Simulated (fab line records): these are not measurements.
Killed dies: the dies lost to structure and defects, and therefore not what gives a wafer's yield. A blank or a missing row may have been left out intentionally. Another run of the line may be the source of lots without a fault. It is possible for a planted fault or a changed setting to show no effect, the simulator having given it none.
Matching of chambers -- flow sky130 -- pecvd-03 running SKY_CAP2M_CVD_00: 3 sister chambers
The step deposits SiO2, target thk 15.5 nm. 16 wafers are shown with their chamber, then 8 later ones without.

== WAFERS WITH THEIR CHAMBER ==
wafer,chamber,heater_power_w (W),susceptor_temp_C (C)
L074.2,0,662,399.93
L074.3,1,588,399.93
L074.4,1,604,399.91
L076.1,0,665,399.87
L076.4,0,676,399.95
L076.5,2,694,399.96
L078.1,1,659,399.97
L078.3,0,691,400.06
L078.6,2,783,400.15
L084.1,0,687,399.85
L084.2,1,717,400.13
L084.3,2,725,399.94
L085.1,2,745,399.77
L085.3,1,693,400.28
L085.4,2,719,399.81
L086.1,2,711,400.24

SIGNATURES (means of the wafers above)
reading,chamber 0,chamber 1,chamber 2,scatter within a chamber
heater_power_w,676.20,652.20,729.50,37.1
susceptor_temp_C,399.9320,400.0440,399.9783,0.151
Rule: distance of a wafer from a chamber = root of the sum over the readings of ((wafer's reading minus chamber's mean) / reading's scatter) squared. If the next closest chamber is less than 2 further off than the closest, the wafer can't be placed; otherwise it belongs to the closest. The scatter: take each reading less its chamber's mean, square it, sum over the shown wafers, divide by the number of wafers less the number of chambers, and take the root.

== WAFERS WITHOUT THEIR CHAMBER ==
wafer,heater_power_w (W),susceptor_temp_C (C)
L086.3,704,400.24
L086.6,716,399.75
L088.1,712,400.04
L088.3,784,399.91
L088.6,762,399.85
L093.3,656,399.81
L093.4,599,400.10
L093.5,680,400.33

== EACH ONE'S CHAMBER ==
wafer,from the rows above,in truth
L086.3,can't be placed: 2 or 1 or 0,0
L086.6,can't be placed: 2 or 0 or 1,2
L088.1,can't be placed: 2 or 0 or 1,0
L088.3,can't be placed: 2 or 0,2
L088.6,can't be placed: 2 or 0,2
L093.3,can't be placed: 0 or 1 or 2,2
L093.4,can't be placed: 1 or 0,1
L093.5,can't be placed: 1 or 0 or 2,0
Correctly placed: 0 of 8. Can't be placed from these rows: 8 (the true chamber is among the candidates in 8). Placed wrongly: 0.
